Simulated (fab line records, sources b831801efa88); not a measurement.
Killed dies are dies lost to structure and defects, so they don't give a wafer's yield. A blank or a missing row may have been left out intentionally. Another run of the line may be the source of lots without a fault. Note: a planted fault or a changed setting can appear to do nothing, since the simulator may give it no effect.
Which tool did it? / flow sfq_line / 13 lots, 38 wafers sampled, at 3 steps of a route of 325

## WHAT THE GAUGES READ, wafer by wafer
The record holds no reading of a measuring or inspecting step that can be judged against a usual standard deviation.

## TOOL THAT RAN EACH LOT (tool first, then ch and the chambers of the sampled wafers, then the start)
lot=L942; SFQ_TRILAYER_I2_CMP_CMP_064=cmp-02 ch 1,3, day 16 18:31; SFQ_TRILAYER_I2_METRO_MEASURE_065=film_metro-01, day 16 21:38; SFQ_TRILAYER_I2_VIA_ETCH_VIA_ETCH_070=rie_diel-04 ch 0,1,2, day 22 21:19
lot=L944; SFQ_TRILAYER_I2_CMP_CMP_064=cmp-02 ch 0,2,3, day 17 11:45; SFQ_TRILAYER_I2_METRO_MEASURE_065=film_metro-01, day 17 14:22; SFQ_TRILAYER_I2_VIA_ETCH_VIA_ETCH_070=rie_diel-03 ch 0,2, day 23 18:55
lot=L945; SFQ_TRILAYER_I2_CMP_CMP_064=cmp-01 ch 0,1,2, day 17 18:58; SFQ_TRILAYER_I2_METRO_MEASURE_065=film_metro-03, day 17 20:35; SFQ_TRILAYER_I2_VIA_ETCH_VIA_ETCH_070=rie_diel-04 ch 1,2,3, day 24 02:07
lot=L947; SFQ_TRILAYER_I2_CMP_CMP_064=cmp-02 ch 1,2,3, day 18 18:53; SFQ_TRILAYER_I2_METRO_MEASURE_065=film_metro-03, day 18 22:00; SFQ_TRILAYER_I2_VIA_ETCH_VIA_ETCH_070=rie_diel-04 ch 1,2,3, day 25 10:37
lot=L948; SFQ_TRILAYER_I2_CMP_CMP_064=cmp-02 ch 1,2,3, day 19 04:28; SFQ_TRILAYER_I2_METRO_MEASURE_065=film_metro-03, day 19 07:35; SFQ_TRILAYER_I2_VIA_ETCH_VIA_ETCH_070=rie_diel-04 ch 0,1,3, day 25 23:49
lot=L949; SFQ_TRILAYER_I2_CMP_CMP_064=cmp-02 ch 1,2,3, day 19 14:58; SFQ_TRILAYER_I2_METRO_MEASURE_065=film_metro-01, day 19 17:11; SFQ_TRILAYER_I2_VIA_ETCH_VIA_ETCH_070=rie_diel-04 ch 0,1,3, day 26 05:49
lot=L956; SFQ_TRILAYER_I2_CMP_CMP_064=cmp-02 ch 0,1, day 23 07:22; SFQ_TRILAYER_I2_METRO_MEASURE_065=film_metro-03, day 23 09:17; SFQ_TRILAYER_I2_VIA_ETCH_VIA_ETCH_070=rie_diel-01 ch 0,3, day 29 11:10
lot=L959; SFQ_TRILAYER_I2_CMP_CMP_064=cmp-01 ch 0,2,3, day 24 18:10; SFQ_TRILAYER_I2_METRO_MEASURE_065=film_metro-02, day 24 21:17; SFQ_TRILAYER_I2_VIA_ETCH_VIA_ETCH_070=rie_diel-01 ch 1,2,3, day 30 18:19
lot=L960; SFQ_TRILAYER_I2_CMP_CMP_064=cmp-01 ch 1,3, day 24 21:40; SFQ_TRILAYER_I2_METRO_MEASURE_065=film_metro-03, day 25 00:29; SFQ_TRILAYER_I2_VIA_ETCH_VIA_ETCH_070=rie_diel-01 ch 1,2,3, day 30 23:07
lot=L961; SFQ_TRILAYER_I2_CMP_CMP_064=cmp-01 ch 0,1,3, day 25 07:10; SFQ_TRILAYER_I2_METRO_MEASURE_065=film_metro-02, day 25 10:17; SFQ_TRILAYER_I2_VIA_ETCH_VIA_ETCH_070=rie_diel-01 ch 1,2,3, day 31 08:43
lot=L962; SFQ_TRILAYER_I2_CMP_CMP_064=cmp-01 ch 0,2, day 25 21:23; SFQ_TRILAYER_I2_METRO_MEASURE_065=film_metro-03, day 26 00:30; SFQ_TRILAYER_I2_VIA_ETCH_VIA_ETCH_070=rie_diel-03 ch 1,2, day 31 21:55
lot=L963; SFQ_TRILAYER_I2_CMP_CMP_064=cmp-02 ch 0,2, day 25 23:41; SFQ_TRILAYER_I2_METRO_MEASURE_065=film_metro-02, day 26 02:18; SFQ_TRILAYER_I2_VIA_ETCH_VIA_ETCH_070=rie_diel-03 ch 1,2,3, day 32 01:31
lot=L965; SFQ_TRILAYER_I2_CMP_CMP_064=cmp-02 ch 1,2, day 26 20:37; SFQ_TRILAYER_I2_METRO_MEASURE_065=film_metro-02, day 26 23:56; SFQ_TRILAYER_I2_VIA_ETCH_VIA_ETCH_070=rie_diel-01 ch 0,2,3, day 33 01:20
- SFQ_TRILAYER_I2_CMP_CMP_064: polishes SiO2.
- SFQ_TRILAYER_I2_METRO_MEASURE_065
- SFQ_TRILAYER_I2_VIA_ETCH_VIA_ETCH_070: etches SiO2 in CHF3, stops on Nb, target depth 260 nm.

## AS READ BY THE TOOLS THEMSELVES (means over the sampled wafers that have a number; for cases with no such wafer, the mark the record gives instead)
SFQ_TRILAYER_I2_CMP_CMP_064.
lot=L942; tool=cmp-02; motor_current_A (A)=11.1; time_to_endpoint_s (s)=216
lot=L944; tool=cmp-02; motor_current_A (A)=10.2; time_to_endpoint_s (s)=222
lot=L945; tool=cmp-01; motor_current_A (A)=10.2; time_to_endpoint_s (s)=214
lot=L947; tool=cmp-02; motor_current_A (A)=10.4; time_to_endpoint_s (s)=208
lot=L948; tool=cmp-02; motor_current_A (A)=10.0; time_to_endpoint_s (s)=206
lot=L949; tool=cmp-02; motor_current_A (A)=10.3; time_to_endpoint_s (s)=207
lot=L956; tool=cmp-02; motor_current_A (A)=9.7; time_to_endpoint_s (s)=214
lot=L959; tool=cmp-01; motor_current_A (A)=10.0; time_to_endpoint_s (s)=216
lot=L960; tool=cmp-01; motor_current_A (A)=10.6; time_to_endpoint_s (s)=210
lot=L961; tool=cmp-01; motor_current_A (A)=10.0; time_to_endpoint_s (s)=216
lot=L962; tool=cmp-01; motor_current_A (A)=9.8; time_to_endpoint_s (s)=208
lot=L963; tool=cmp-02; motor_current_A (A)=9.7; time_to_endpoint_s (s)=215
lot=L965; tool=cmp-02; motor_current_A (A)=9.9; time_to_endpoint_s (s)=213

SFQ_TRILAYER_I2_METRO_MEASURE_065.
lot=L942; tool=film_metro-01; thk_nm (nm)=201.4
lot=L944; tool=film_metro-01; thk_nm (nm)=201.5
lot=L945; tool=film_metro-03; thk_nm (nm)=200.1
lot=L947; tool=film_metro-03; thk_nm (nm)=199.2
lot=L948; tool=film_metro-03; thk_nm (nm)=200.5
lot=L949; tool=film_metro-01; thk_nm (nm)=199.5
lot=L956; tool=film_metro-03; thk_nm (nm)=209.2
lot=L959; tool=film_metro-02; thk_nm (nm)=201.2
lot=L960; tool=film_metro-03; thk_nm (nm)=199.3
lot=L961; tool=film_metro-02; thk_nm (nm)=199.2
lot=L962; tool=film_metro-03; thk_nm (nm)=199.5
lot=L963; tool=film_metro-02; thk_nm (nm)=200.8
lot=L965; tool=film_metro-02; thk_nm (nm)=199.5

SFQ_TRILAYER_I2_VIA_ETCH_VIA_ETCH_070.
lot=L942; tool=rie_diel-04; drypump_motor_current_A (A)=6.0; oes_product_au (a.u.)=0.856; rf_fwd_power_W (W)=496.9
lot=L944; tool=rie_diel-03; drypump_motor_current_A (A)=4.9; oes_product_au (a.u.)=0.859; rf_fwd_power_W (W)=499.1
lot=L945; tool=rie_diel-04; drypump_motor_current_A (A)=6.1; oes_product_au (a.u.)=0.854; rf_fwd_power_W (W)=498.2
lot=L947; tool=rie_diel-04; drypump_motor_current_A (A)=6.1; oes_product_au (a.u.)=0.853; rf_fwd_power_W (W)=497.2
lot=L948; tool=rie_diel-04; drypump_motor_current_A (A)=6.1; oes_product_au (a.u.)=0.855; rf_fwd_power_W (W)=498.1
lot=L949; tool=rie_diel-04; drypump_motor_current_A (A)=6.1; oes_product_au (a.u.)=0.850; rf_fwd_power_W (W)=497.0
lot=L956; tool=rie_diel-01; drypump_motor_current_A (A)=5.9; oes_product_au (a.u.)=0.881; rf_fwd_power_W (W)=498.2
lot=L959; tool=rie_diel-01; drypump_motor_current_A (A)=5.5; oes_product_au (a.u.)=0.858; rf_fwd_power_W (W)=498.1
lot=L960; tool=rie_diel-01; drypump_motor_current_A (A)=5.5; oes_product_au (a.u.)=0.855; rf_fwd_power_W (W)=497.3
lot=L961; tool=rie_diel-01; drypump_motor_current_A (A)=5.5; oes_product_au (a.u.)=0.855; rf_fwd_power_W (W)=497.5
lot=L962; tool=rie_diel-03; drypump_motor_current_A (A)=5.4; oes_product_au (a.u.)=0.854; rf_fwd_power_W (W)=498.3
lot=L963; tool=rie_diel-03; drypump_motor_current_A (A)=5.8; oes_product_au (a.u.)=0.856; rf_fwd_power_W (W)=497.5
lot=L965; tool=rie_diel-01; drypump_motor_current_A (A)=5.8; oes_product_au (a.u.)=0.851; rf_fwd_power_W (W)=498.4

## THE ANSWER, worked out from the rows above alone
Rule: the lots themselves supply what counts as usual. Put in order of their means at a reading, lots are off if they are a third of the lots or fewer, leave a main group of 4 or more, and stand apart from it by a gap of 3 or more times the standard deviation of the main group's means; of several such gaps the widest counts. A main group whose means are all the same, to the digits that the tables above print for the reading, isn't used. Also off: a lot with no number at a reading for which 4 or more lots have one. Any other lot the step has rows for is counted as sound. After the gauges, taken in route order, come the tools' own readings; for these a lot's mean is taken, as printed above. The first step at which some lot is off is used, and at that step the reading that is off furthest; a lot without a number counts as furthest.
Off: L956, at SFQ_TRILAYER_I2_METRO_MEASURE_065 (thk_nm). Main group: mean 200.1 nm, sd 0.86.
If a tool, at that step or one of the process steps before it, ran each lot that is off and ran no sound lot following the first of them, it fits. Not one of the candidates tried fits.

## WHAT THE SIMULATOR PUT IN
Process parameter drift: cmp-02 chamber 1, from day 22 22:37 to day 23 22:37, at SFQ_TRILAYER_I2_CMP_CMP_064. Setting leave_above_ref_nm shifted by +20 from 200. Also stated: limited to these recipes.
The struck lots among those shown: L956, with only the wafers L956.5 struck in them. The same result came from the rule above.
